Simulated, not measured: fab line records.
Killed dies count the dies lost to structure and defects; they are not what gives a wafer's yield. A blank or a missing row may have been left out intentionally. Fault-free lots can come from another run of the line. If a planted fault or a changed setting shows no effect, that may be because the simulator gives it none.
Comparing a struck lot with a sound one -- flow gf180mcu -- 15 out of 602 route steps
Sound: these wafers, L751.3, L751.5, L751.6. The struck wafers were L754.1, L754.2, L754.3. Last of all comes the cause.
Order at every step that has rows: each side's tool, ch and its chambers, its first start. Under that, the readings that differ: sound wafers -- struck wafers -- difference of the means -- sigmas: that difference in standard deviations of wafers without a fault.
alike: readings with means less than 2 such deviations apart, plus words and numbers identical on both sides. not compared: withheld readings, readings lacking a value on some wafer, bounds such as >300 that could conceal the same value, and numbers that have no deviation in the record and whose values overlap.
Wherever a step has rows on one side only, a row that says differs or no value, or a row with sigmas, the two part there. When numbers do not overlap yet have no deviation, they are printed without sigmas and do not part them. A reading missing from all wafers of one side parts the sides only when that side holds two or more wafers.

first, 7 steps without rows for these wafers: GF_V5_HMDS_07 (prime time 60 s); GF_V5_COAT_08; GF_V5_COAT_09 (resist thk 1000 nm); GF_V5_SOFTBAKE_10 (time 60 s); GF_V5_EXPOSE_11 (exposes mask Via5, target cd 260 nm); GF_V5_PEB_12 (peb time 90 s); GF_V5_DEVELOP_13 (develop time 60 s).
GF_V5_CD_MEAS_14 targets a cd of 260 nm.
  sound on cd_sem-01 at day 30 03:26; struck on cd_sem-02 at day 31 01:58
  alike: cd_nm
GF_V5_OVL_MEAS_15:
  sound on overlay-02 at day 30 03:32; struck on overlay-01 at day 31 02:05
  alike: V5_OVL
GF_V5_ETCH_16: etches BARC in N2/H2.
  sound on rie_diel-04 ch 1,2,3, day 30 03:34; struck on rie_diel-01 ch 0,2,3, day 31 02:08
  alike: drypump_motor_current_A, oes_product_au, throttle_valve_pct
GF_V5_ETCH_17: etches SiO2 in C4F8/O2/Ar, stops on TiN, target depth 855 nm.
  sound: rie_diel-04 ch 1,2,3; struck: rie_diel-01 ch 0,2,3
  alike: oes_product_au
GF_V5_STRIP_18: strips in O2/N2.
  sound on plasma_asher-02 ch 0,1, day 30 03:45; struck on plasma_asher-04 ch 0,1, day 31 02:17
  alike: chamber_pressure_mTorr, drypump_motor_current_A, heater_power_w, oes_product_au
  not compared: rf_hours_counter_h
GF_V5_STRIP_19: strips in post etch residue remover, time 1200 s.
  sound on wet_bench-02 ch 1, day 30 03:49; struck on wet_bench-01 ch 0, day 31 02:23
  no value came back on the struck wafers for bath_guard_temp_C (C), bath_heat_duty_pct (%), time_s (s); on the sound wafers bath_guard_temp_C (C) reads 73.1 73.2 73.3
then, 1 step without rows for these wafers: GF_V5_CLEAN_20 (cleans in DIW).
GF_PASSIVATION_PROBE_99:
  sound on prober-01 at day 31 20:04; struck on prober-01 at day 32 17:41
reading,sound,struck,difference,sigmas
model.etest.via5_chain.rc_ohm,7.073 7.08 7.021,8.549 8.505 8.376,+1.419,

## WHERE THEY PART
Within this record, at GF_V5_STRIP_19 only.

WHY: what the simulator had put in
Entire step skipped (wet_bench-01, GF_V5_STRIP_19), from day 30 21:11 onward. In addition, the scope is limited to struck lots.
